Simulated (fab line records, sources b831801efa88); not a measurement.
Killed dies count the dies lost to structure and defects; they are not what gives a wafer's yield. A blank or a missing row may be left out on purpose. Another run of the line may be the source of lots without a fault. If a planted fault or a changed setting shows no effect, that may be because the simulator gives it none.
Which of the tools did it? | flow gf180mcu | Sampling: 7 lots, 21 wafers, 2 of 602 route steps

WHAT EACH GAUGE READ, for each wafer
GF_HV_LDD_TW_MEAS_50.
lot  | measured     | on            | HV_LDD_4_TW
L179 | day 13 22:28 | film metro-04 | 567 566 569
L185 | day 16 01:19 | film metro-03 | 571 569 569
L188 | day 16 16:57 | film metro-03 | 569 570 570
L191 | day 18 00:17 | film metro-01 | 568 571 572
L193 | day 18 13:50 | film metro-04 | 564 566 563
L196 | day 19 12:13 | film metro-03 | 578 573 573
L198 | day 20 06:59 | film metro-01 | 570 570 572

WHICH TOOL RAN EACH LOT (tool, then ch and the chambers of the sampled wafers, then the start)
lot  | GF_HV_LDD_IMPLANT_48
L179 | implanter-03 ch 0, day 13 22:13
L185 | implanter-02 ch 0, day 16 01:06
L188 | implanter-01 ch 0, day 16 16:43
L191 | implanter-01 ch 0, day 18 00:02
L193 | implanter-01 ch 0, day 18 13:35
L196 | implanter-01 ch 0, day 19 12:01
L198 | implanter-03 ch 0, day 20 06:45
- GF_HV_LDD_IMPLANT_48

THE ANSWER, worked out from the rows above alone
Rule: the lots themselves supply what counts as usual. The widest of any qualifying gaps counts: lots, ordered by their means at a reading, are off when they make up no more than a third of the lots, leave a main group of 4 or more, and stand apart from it by 3 or more times the standard deviation of that group's means. A main group whose means are all the same, to the digits that the tables above print for the reading, isn't used. A lot without any number at a reading at which 4 lots or more have one is off too. The other lots that the step has rows for count as sound.
No lot is off at any reading shown: from this, nothing can be told.

WHAT WAS PUT IN BY THE SIMULATOR
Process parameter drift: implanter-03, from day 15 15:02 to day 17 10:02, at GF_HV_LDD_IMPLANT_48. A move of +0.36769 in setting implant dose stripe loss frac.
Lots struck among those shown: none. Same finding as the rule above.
